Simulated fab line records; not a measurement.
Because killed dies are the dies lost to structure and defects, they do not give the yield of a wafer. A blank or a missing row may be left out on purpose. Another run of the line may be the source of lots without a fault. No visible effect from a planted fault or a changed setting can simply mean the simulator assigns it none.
Problem report, 8D (eight disciplines) form, completed by code || flow sky130 || the parts of the form that need people (team, actions taken, sign-off) are left out

1. THE ISSUE
At SKY_VT_ADJUST_PCH_SOFTBAKE_03, plate_temp_C averages 107.72 C over 6 wafers from 2 lots, while fault-free wafers read 109.98 C, standard deviation 0.13. Relative to the usual mean, that is a shift of -17 standard deviations.
First observed at day 14 07:55: wafer L137.1, on litho_track-03. The record has a number at this step for 18 wafers belonging to 6 lots. Rule for "out" (also "out of limits"): further than 4 standard deviations from the usual mean. The other wafers with a number count as sound.

2. WHAT IT IS, WHAT IT ISN'T
{"question": "which readings at this step", "is": "plate_temp_C, heater_power_total_W", "is not": "resist_line_temp_C"}
{"question": "which lots", "is": "L137, L139", "is not": "L124, L133, L136, L138"}
{"question": "which wafers of those lots", "is": "all that have a number", "is not": "-"}
{"question": "read on which tools", "is": "litho_track-03", "is not": "litho_track-02"}
{"question": "when", "is": "from day 14 07:55", "is not": "up to then (9 sound wafers); but 3 sound wafers of L138 came after"}

3. THE SUSPECTS, EACH WITH WHAT RULES IT OUT
Counting: a tool stays on the suspect list if, at a process step up to the reading, it processed all lots that are out and no sound lot following the first of them.
- litho_track-03 at SKY_VT_ADJUST_PCH_SOFTBAKE_03: kept. All lots that are out passed through it, beginning with L137 at day 14 07:55, and no sound lot followed; its final sound lot before that point was L136 at day 14 04:31. Its own readings are out on those wafers: heater_power_total_W, plate_temp_C.
The count leaves litho_track-03 at SKY_VT_ADJUST_PCH_SOFTBAKE_03.

4. THE CAUSE (what the simulator had put in)
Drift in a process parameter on litho_track-03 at SKY_VT_ADJUST_PCH_SOFTBAKE_03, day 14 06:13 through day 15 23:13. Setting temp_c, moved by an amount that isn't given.
Only this tool survived the counting.

5. THE CHAIN OF EFFECTS, in route order
Each row: a reading where the mean over the struck wafers with a number is more than 3 standard deviations away from the usual. Only readings whose record carries a usual standard deviation are examined. hours: median over the lots of the time between each lot's start at the first step of this table that gives one and its start at this step. sigmas: the change, counted in usual standard deviations.
{"hours": 0, "step": "SKY_VT_ADJUST_PCH_SOFTBAKE_03", "reading": "heater_power_total_W", "usual": "65.30 W", "on struck wafers": 63.47, "change": -1.83, "sigmas": -13}
{"hours": 0, "step": "SKY_VT_ADJUST_PCH_SOFTBAKE_03", "reading": "plate_temp_C", "usual": "109.98 C", "on struck wafers": 107.72, "change": -2.27, "sigmas": -17}
It contains these process steps:
- SKY_VT_ADJUST_PCH_SOFTBAKE_03
Later measuring or inspecting steps at which every struck wafer that the step has a row for has a number for every such reading, and none has moved that far: SKY_VT_ADJUST_PCH_OVL_MEAS_07.

6. WHAT WOULD HAVE CAUGHT IT SOONER
In this record the first reading out of limits was taken at day 14 07:55, 2 hours after the fault began at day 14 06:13.
